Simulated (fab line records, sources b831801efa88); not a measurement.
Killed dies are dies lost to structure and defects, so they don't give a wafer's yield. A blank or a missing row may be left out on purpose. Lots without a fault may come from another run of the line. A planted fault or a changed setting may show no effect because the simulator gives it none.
Which tool did it? | flow sky130 | 11 lots, 33 wafers sampled, at 5 steps of a route of 708

WHAT THE GAUGES READ, wafer by wafer
SKY_METAL3_OVL_MEAS_14.
lot  | measured     | on         | METAL3_OVL (nm)
L590 | day 39 19:35 | overlay-02 | 0 -6 -1
L593 | day 40 21:20 | overlay-01 | 3 0 -7
L594 | day 41 10:15 | overlay-01 | -5 -4 -10
L596 | day 41 19:44 | overlay-01 | -2 -3 -5
L598 | day 42 07:30 | overlay-01 | 5 1 8
L600 | day 42 18:11 | overlay-02 | 11 5 9
L605 | day 44 03:29 | overlay-01 | 0 -6 -7
L606 | day 44 15:02 | overlay-01 | 6 12 6
L607 | day 45 12:35 | overlay-02 | 2 5 -4
L609 | day 45 12:56 | overlay-01 | 1 7 10
L610 | day 45 17:51 | overlay-02 | 5 -1 7

SKY_CAP2M_THK_MEAS_01.
lot  | measured     | on            | CAP2M_CVD_00_THK (nm)
L590 | day 41 00:07 | film_metro-03 | 15.35 15.09 15.28
L593 | day 42 01:04 | film_metro-03 | 15.30 15.75 15.41
L594 | day 42 13:44 | film_metro-03 | 15.68 15.58 15.58
L596 | day 42 22:18 | film_metro-01 | 15.56 15.21 15.42
L598 | day 43 10:14 | film_metro-01 | 15.19 15.75 15.46
L600 | day 43 20:31 | film_metro-01 | 15.60 15.62 15.63
L605 | day 45 10:52 | film_metro-01 | 15.48 15.33 15.84
L606 | day 45 16:02 | film_metro-02 | 8.95 14.86 15.25 8.95 14.87 15.23
L607 | day 46 13:10 | film_metro-03 | 8.90 9.53 15.38 8.92 9.53 15.39
L609 | day 46 14:35 | film_metro-02 | 15.40 15.19 15.77
L610 | day 46 19:08 | film_metro-01 | 15.74 15.37 15.95

WHICH TOOL RAN EACH LOT (tool, then ch and the chambers of the sampled wafers, then the start)
lot  | SKY_VIA3_CMP_02               | SKY_VIA3_ETCH_14                   | SKY_CAP2M_CVD_00
L590 | cmp-01 ch 1,2,3, day 39 20:50 | rie_diel-03 ch 0,2,3, day 40 22:34 | pecvd-01 ch 0,1,2, day 41 00:05
L593 | cmp-01 ch 0,2, day 40 22:34   | rie_diel-03 ch 0,2,3, day 41 23:31 | pecvd-02 ch 1,2, day 42 01:02
L594 | cmp-01 ch 0,1,2, day 41 11:44 | rie_diel-01 ch 2,3, day 42 12:11   | pecvd-02 ch 0,1,2, day 42 13:42
L596 | cmp-02 ch 1,2, day 41 21:01   | rie_diel-02 ch 0,1, day 42 20:46   | pecvd-04 ch 0,1, day 42 22:17
L598 | cmp-02 ch 0,1,2, day 42 08:50 | rie_diel-01 ch 0,2,3, day 43 08:35 | pecvd-01 ch 0,1,2, day 43 10:13
L600 | cmp-01 ch 0,2,3, day 42 19:22 | rie_diel-01 ch 0,1, day 43 18:58   | pecvd-04 ch 0,1,2, day 43 20:29
L605 | cmp-01 ch 0,3, day 44 05:06   | rie_diel-02 ch 0,3, day 45 09:17   | pecvd-02 ch 0,2, day 45 10:50
L606 | cmp-01 ch 1,2,3, day 44 16:48 | rie_diel-01 ch 1,2,3, day 45 14:29 | pecvd-01 ch 1,2, day 45 16:01
L607 | cmp-02 ch 2,3, day 45 13:49   | rie_diel-01 ch 0,1,2, day 46 11:38 | pecvd-01 ch 0,1,2, day 46 13:08
L609 | cmp-02 ch 0,1,3, day 45 14:10 | rie_diel-01 ch 0,1,3, day 46 12:31 | pecvd-02 ch 0,1,2, day 46 14:34
L610 | cmp-01 ch 0,1, day 45 19:06   | rie_diel-03 ch 1,2, day 46 16:32   | pecvd-02 ch 1,2, day 46 19:05
- SKY_VIA3_CMP_02: polishes SiO2.
- SKY_VIA3_ETCH_14: etches BARC in N2/H2, stops on SiO2, time 45.9 s, target depth 60 nm.
- SKY_CAP2M_CVD_00: deposits SiO2, target thk 15.5 nm.

WHAT THE TOOLS THEMSELVES READ (means of the sampled wafers that have a number; where no wafer has one, the mark that the record gives instead)
SKY_VIA3_CMP_02.
lot  | tool   | motor_current_A (A)
L590 | cmp-01 | 12.7
L593 | cmp-01 | 12.0
L594 | cmp-01 | 12.2
L596 | cmp-02 | 9.7
L598 | cmp-02 | 10.9
L600 | cmp-01 | 13.3
L605 | cmp-01 | 14.8
L606 | cmp-01 | 13.0
L607 | cmp-02 | 11.1
L609 | cmp-02 | 11.1
L610 | cmp-01 | 12.2

SKY_VIA3_ETCH_14.
lot  | tool        | drypump_motor_current_A (A) | oes_product_au (a.u.) | throttle_valve_pct (%)
L590 | rie_diel-03 | 6.2                         | 0.854                 | 13.222
L593 | rie_diel-03 | 6.2                         | 0.857                 | 13.228
L594 | rie_diel-01 | 5.5                         | 0.856                 | 13.231
L596 | rie_diel-02 | 6.0                         | 0.856                 | 13.229
L598 | rie_diel-01 | 5.6                         | 0.856                 | 13.227
L600 | rie_diel-01 | 4.9                         | 0.857                 | 13.230
L605 | rie_diel-02 | 6.3                         | 0.850                 | 13.216
L606 | rie_diel-01 | 5.3                         | 0.856                 | 13.227
L607 | rie_diel-01 | 5.4                         | 0.861                 | 13.226
L609 | rie_diel-01 | 5.2                         | 0.850                 | 13.219
L610 | rie_diel-03 | 5.3                         | 0.860                 | 13.229

SKY_CAP2M_CVD_00.
lot  | tool     | heater_power_w (W)
L590 | pecvd-01 | 707
L593 | pecvd-02 | 833
L594 | pecvd-02 | 732
L596 | pecvd-04 | 695
L598 | pecvd-01 | 694
L600 | pecvd-04 | 683
L605 | pecvd-02 | 751
L606 | pecvd-01 | 630
L607 | pecvd-01 | 639
L609 | pecvd-02 | 832
L610 | pecvd-02 | 796

THE ANSWER, worked out from the rows above alone
Rule: what is usual is taken from the lots themselves. Put in order of their means at a reading, lots are off if they are a third of the lots or fewer, leave a main group of 4 or more, and stand apart from it by a gap of 3 or more times the standard deviation of the main group's means; of several such gaps the widest counts. A main group whose means are all the same, to the digits that the tables above print for the reading, isn't used. A lot without any number at a reading at which 4 lots or more have one is off too. The other lots that the step has rows for count as sound. The gauges are gone through in route order, then the tools' own readings, and for those a lot's mean is taken as printed above. The first step at which some lot is off is used, and at that step the reading that is off furthest; a lot without a number counts as furthest.
Off: L606, L607, at SKY_CAP2M_THK_MEAS_01 (CAP2M_CVD_00_THK). The main group: mean 15.50 nm, standard deviation 0.13.
A tool fits if, at a process step before that reading, it ran every lot that is off, and no sound lot after the first of them. The gauges at SKY_CAP2M_THK_MEAS_01 are tried like those tools. One fits: pecvd-01 at SKY_CAP2M_CVD_00. Its last sound lot is L598 (day 43 10:13), its first lot that is off L606 (day 45 16:01): a fault that began between those two fits.

WHAT THE SIMULATOR HAD PUT IN
Process parameter drift: pecvd-01, from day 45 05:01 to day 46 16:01, at SKY_CAP2M_CVD_00. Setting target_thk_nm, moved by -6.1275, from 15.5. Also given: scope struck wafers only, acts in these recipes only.
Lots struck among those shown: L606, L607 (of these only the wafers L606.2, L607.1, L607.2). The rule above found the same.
